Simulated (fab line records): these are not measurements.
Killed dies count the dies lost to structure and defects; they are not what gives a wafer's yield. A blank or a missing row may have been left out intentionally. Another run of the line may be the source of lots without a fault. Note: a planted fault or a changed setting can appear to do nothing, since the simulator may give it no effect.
Lot-split experiment -- flow sky130 -- on a route of 708 steps: 5 lots, 23 wafers read

ABOUT THE SPLIT
At SKY_SONOS_ONO_CVD_04 (deposits SiO2 from SiH4/N2O, target thk 5.7199 nm), the setting temp c was moved away from the recipe's 900 C on 10 of the 23 wafers read, by +1.0% to +2.0%. This setting was run at the recipe's value on the other wafers.

Split to reading: the file shows no intervening step.

THE READING
SONOS_ONO_CVD_04_THK in nanometres, read at SKY_SONOS_ONO_THK_MEAS_05. Fault-free wafers of this fab line usually give 5.65 nm, standard deviation 0.094 nm.

wafer,"tool, chamber at the split","temp c as run, C",against the recipe,"SONOS_ONO_CVD_04_THK, nm",against lot-mates on the recipe
L076.2,"lpcvd-03, 1",900,recipe,5.73,-
L076.4,"lpcvd-03, 1",900,recipe,5.77,-
L076.5,"lpcvd-03, 1",900,recipe,5.85,-
L077.1,"-, -",918.4,+2.0%,7.57,no lot-mate on the recipe
L077.2,"-, -",918.4,+2.0%,7.57,no lot-mate on the recipe
L077.4,"-, -",918.4,+2.0%,7.53,no lot-mate on the recipe
L077.5,"-, -",918.4,+2.0%,7.57,no lot-mate on the recipe
L077.6,"-, -",918.4,+2.0%,7.53,no lot-mate on the recipe
L082.1,"-, -",908.8,+1.0%,6.44,no lot-mate on the recipe
L082.2,"-, -",908.8,+1.0%,6.57,no lot-mate on the recipe
L082.3,"-, -",908.8,+1.0%,6.54,no lot-mate on the recipe
L082.4,"-, -",908.8,+1.0%,6.55,no lot-mate on the recipe
L082.6,"-, -",908.8,+1.0%,6.60,no lot-mate on the recipe
L083.1,"-, -",900,recipe,5.61,-
L083.2,"-, -",900,recipe,5.80,-
L083.3,"-, -",900,recipe,5.76,-
L083.4,"-, -",900,recipe,5.60,-
L083.6,"-, -",900,recipe,5.79,-
L084.1,"-, -",900,recipe,5.62,-
L084.2,"-, -",900,recipe,5.62,-
L084.3,"-, -",900,recipe,5.70,-
L084.5,"-, -",900,recipe,5.64,-
L084.6,"-, -",900,recipe,5.62,-

THE FIT
A straight line over all 23 wafers: SONOS_ONO_CVD_04_THK changes by +0.902 nm for each +1% of temp c; r = +1.00; the points scatter about the line by 0.074 nm.
Too few moved wafers have a lot-mate on the recipe to fit a line with each lot's own level taken away.

THE WHOLE CHAIN: every reading that the file lists as answering this split, in the file's order
step,what it does,reading,change (the file's fit),r (the file's)
SKY_SONOS_ONO_CVD_04,"deposits SiO2 from SiH4/N2O, target thk 5.7199 nm","SiO2_of_SONOS_ONO_CVD_04.thk nm (the simulator's own value, which no gauge read)",+0.905 nm for each +1% of the setting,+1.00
SKY_SONOS_ONO_THK_MEAS_05,,SONOS_ONO_CVD_04_THK,+0.901 for each +1% of the setting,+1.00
SKY_GATE_OXIDE_CLEAN_00,"cleans in SC1/SC2, time 150 s","SiO2_of_SONOS_ONO_CVD_04.thk nm (the simulator's own value, which no gauge read)",+0.9 nm for each +1% of the setting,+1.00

FILE'S OWN FIT
SONOS_ONO_CVD_04_THK changes by +0.901 nm for each +1% of temp c, r = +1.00.
